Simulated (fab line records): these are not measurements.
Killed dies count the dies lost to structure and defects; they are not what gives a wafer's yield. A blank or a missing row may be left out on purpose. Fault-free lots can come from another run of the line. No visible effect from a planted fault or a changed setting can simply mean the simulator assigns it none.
Check of tool commonality -- flow sky130 -- 12 lots and 36 wafers in the sample

== THE REASON FOR OPENING IT ==
Of 12 lots, 1 have the reading SONOS_ONO_CVD_04_THK flagged at SKY_SONOS_ONO_THK_MEAS_05. No-fault wafers: 5.78 nm, standard deviation 0.11.
Rule: a lot is flagged in two cases, either no wafer of it has a number, or all its wafers with numbers fall more than 4 standard deviations from that mean. The other lots count as sound.

lot,measured,on,"SONOS_ONO_CVD_04_THK (nm), wafer by wafer",flag
L853,day 11 14:05,film_metro-03,5.82 5.89 5.82,
L854,day 11 21:11,film_metro-01,5.92 6.00 5.88,
L855,day 12 03:28,film_metro-01,5.88 5.85 5.84,
L857,day 12 19:40,film_metro-04,5.60 5.67 5.60,
L858,day 13 06:11,film_metro-04,5.84 5.75 5.75,
L861,day 14 09:01,film_metro-01,5.69 5.77 5.87,
L859,day 14 09:02,film_metro-04,5.86 5.74 5.73,
L864,day 15 07:11,film_metro-03,9.60 9.60 9.62,FLAGGED
L873,day 18 08:37,film_metro-03,5.80 5.84 5.78,
L874,day 18 16:57,film_metro-03,5.63 5.62 5.68,
L875,day 18 21:02,film_metro-04,5.83 5.73 5.77,
L876,day 19 00:23,film_metro-04,5.72 5.67 5.71,
The numbers of the flagged lots are 9.61 nm on average: +3.83 nm against the usual, or +35 standard deviations.

== TOOL THAT RAN EACH LOT ==
The record holds 1 process step before the reading, out of a route of 708 steps. Every cell lists first the tool, next ch and the chambers used by the sampled wafers, and last the start.
lot,flag,SKY_SONOS_ONO_CVD_04
L853,,"lpcvd-03 ch 1, day 11 12:50"
L854,,"lpcvd-03 ch 1, day 11 19:56"
L855,,"lpcvd-03 ch 0, day 12 02:11"
L857,,"lpcvd-03 ch 0, day 12 18:24"
L858,,"lpcvd-03 ch 1, day 13 04:56"
L861,,"lpcvd-03 ch 0, day 14 07:46"
L859,,"lpcvd-03 ch 0, day 14 07:46"
L864,FLAGGED,"lpcvd-03 ch 0, day 15 05:18"
L873,,"lpcvd-03 ch 1, day 18 07:22"
L874,,"lpcvd-03 ch 0, day 18 15:05"
L875,,"lpcvd-03 ch 1, day 18 19:46"
L876,,"lpcvd-03 ch 1, day 18 23:08"
What these steps do:
- SKY_SONOS_ONO_CVD_04: deposits SiO2 from SiH4/N2O, target thk 5.7199 nm.
- SKY_SONOS_ONO_THK_MEAS_05

== FLAGGED AGAINST TOTAL, ONE TOOL AT A TIME (gauges that did the reading follow at the end) ==
step,tool,lots run,flagged,share of the flagged lots,sound lots run after its first flagged lot
SKY_SONOS_ONO_CVD_04,lpcvd-03,12,1,all,"4 (L873,L874,L875,L876)"
SKY_SONOS_ONO_THK_MEAS_05,film_metro-01,3,0,none,-
SKY_SONOS_ONO_THK_MEAS_05,film_metro-03,4,1,all,"2 (L873,L874)"
SKY_SONOS_ONO_THK_MEAS_05,film_metro-04,5,0,none,-

== THE TABLE: WHAT IT ALLOWS ==
In 2 table rows, all flagged lots were run: lpcvd-03 (SKY_SONOS_ONO_CVD_04), film_metro-03 (SKY_SONOS_ONO_THK_MEAS_05).
- lpcvd-03 at SKY_SONOS_ONO_CVD_04: 1 of its 12 lots flagged. Sound lots ran on it after the first flagged one (L873, L874, L875, L876), which a lasting fault on the whole tool wouldn't allow.
- film_metro-03 at SKY_SONOS_ONO_THK_MEAS_05: 1 of its 4 lots flagged. Sound lots ran on it after the first flagged one (L873, L874), which a lasting fault on the whole tool wouldn't allow.
Every row of the table either missed a flagged lot or ran a sound lot after the first.

== WHAT WAS PUT IN BY THE SIMULATOR ==
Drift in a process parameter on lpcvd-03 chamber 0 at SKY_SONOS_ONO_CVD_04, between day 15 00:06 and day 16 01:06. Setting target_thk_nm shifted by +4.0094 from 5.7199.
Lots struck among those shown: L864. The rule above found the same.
